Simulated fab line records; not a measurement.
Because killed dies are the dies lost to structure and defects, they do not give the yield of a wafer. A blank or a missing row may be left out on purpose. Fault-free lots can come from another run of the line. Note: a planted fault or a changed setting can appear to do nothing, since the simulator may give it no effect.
8D (eight disciplines) problem report, filled in by code	flow sky130	the parts of the form that need people (team, actions taken, sign-off) are left out

## 1. WHAT WENT WRONG
CAP2M_CVD_00_THK at SKY_CAP2M_THK_MEAS_01 reads a mean of 22.32 nm on 2 wafers of 1 lot; wafers without a fault read 15.57 nm with a standard deviation of 0.24. That puts it +28 standard deviations away from the usual mean.
The first sign was on wafer L937.1 at day 42 21:40, on filmMetro-01. At this step, 33 wafers from 11 lots have a number in the record. By rule, "out" or "out of limits" means more than 4 standard deviations away from the usual mean. All remaining wafers that have a number are taken as sound.

## 2. WHAT IT IS AND WHAT IT IS NOT
question	is	is not
which readings at this step	CAP2M_CVD_00_THK	-
which lots	L937	L928, L930, L935, L941, L943, L944, L948, L949, L950, L951
which wafers of those lots	L937.1, L937.4	L937.2
read on which gauges	filmMetro-01	filmMetro-02, filmMetro-03
when	from day 42 21:40	up to then (10 sound wafers); but 21 sound wafers of L941, L943, L944, L948, L949, L950, L951 came after

## 3. THE SUSPECTS, EACH WITH WHAT RULES IT OUT
Counting: if a tool at a process step up to the reading ran every lot that is out, it stays a suspect. Sound lots after the first of them don't rule it out here, since some wafers of a struck lot are sound.
- the gauge at SKY_CAP2M_THK_MEAS_01: ruled out. All the wafers that are out were read on filmMetro-01, but those of them that SKY_METAL4_ETCH_17 has rows for are out there too, on other tools.
- cvdW-02 at SKY_VIA3_CVD_21 (deposits W, target thk 390 nm, time 117.31 s): kept. It ran the lot that is out, L937 (day 42 20:53).
- pecvd-02 at SKY_CAP2M_CVD_00 (deposits SiO2, target thk 15.5 nm): kept. It processed L937, the lot that is out, at day 42 21:38, and its most recent sound lot before then was L935 at day 42 00:39.
- The sound lot-mates ran in chamber 1 of cvdW-02 at SKY_VIA3_CVD_21, but the wafers that are out ran in chamber 0.
- The sound lot-mates ran in chamber 0 of pecvd-02 at SKY_CAP2M_CVD_00, but the wafers that are out ran in chamber 1.
After counting, cvdW-02 at SKY_VIA3_CVD_21 and pecvd-02 at SKY_CAP2M_CVD_00 remain.

## 4. THE CAUSE (what the simulator had put in)
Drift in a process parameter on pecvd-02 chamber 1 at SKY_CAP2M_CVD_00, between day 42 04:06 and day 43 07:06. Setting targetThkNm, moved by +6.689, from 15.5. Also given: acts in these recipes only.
This tool is one of the 2 suspects left after counting.

## 5. THE EFFECT CHAIN, in route order
One row per reading whose mean, taken over the struck wafers that have a number, lies over 3 standard deviations from the usual. Only readings whose record carries a usual standard deviation are examined. hours: median over the lots of the time between each lot's start at the first step of this table that gives one and its start at this step. sigmas: the change, counted in usual standard deviations.
hours	step	reading	usual	on struck wafers	change	sigmas
0	SKY_CAP2M_THK_MEAS_01	CAP2M_CVD_00_THK	15.57 nm	22.32	+6.75	+28
47	SKY_METAL4_ETCH_17	oesProductAu	0.756 a.u.	0.921	+0.165	+23
The process steps in it:
- SKY_METAL4_ETCH_17: etches SiO2 in C4F8/O2/Ar, stops on TiN, time 3.9 s, target depth 15 nm.
At these later measuring or inspecting steps, every struck wafer for which the step has a row has a number for every such reading, and none has moved that far: SKY_CAP2M_RS_MEAS_03.

## 6. WHAT WOULD HAVE CAUGHT IT SOONER
In this record the first reading out of limits at a measuring or inspecting step was taken at day 42 21:40, 18 hours after the fault began at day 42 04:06.
Of the tool readings at SKY_CAP2M_CVD_00 for which the record gives a usual standard deviation, none was out on any struck wafer, so an alarm limit of 4 standard deviations on them would not have fired.
The start of SKY_CAP2M_CVD_00 on pecvd-02 came by day 42 21:40 for every one of the lots that are out (1). Tool hold at that time: it would have spared none of them.
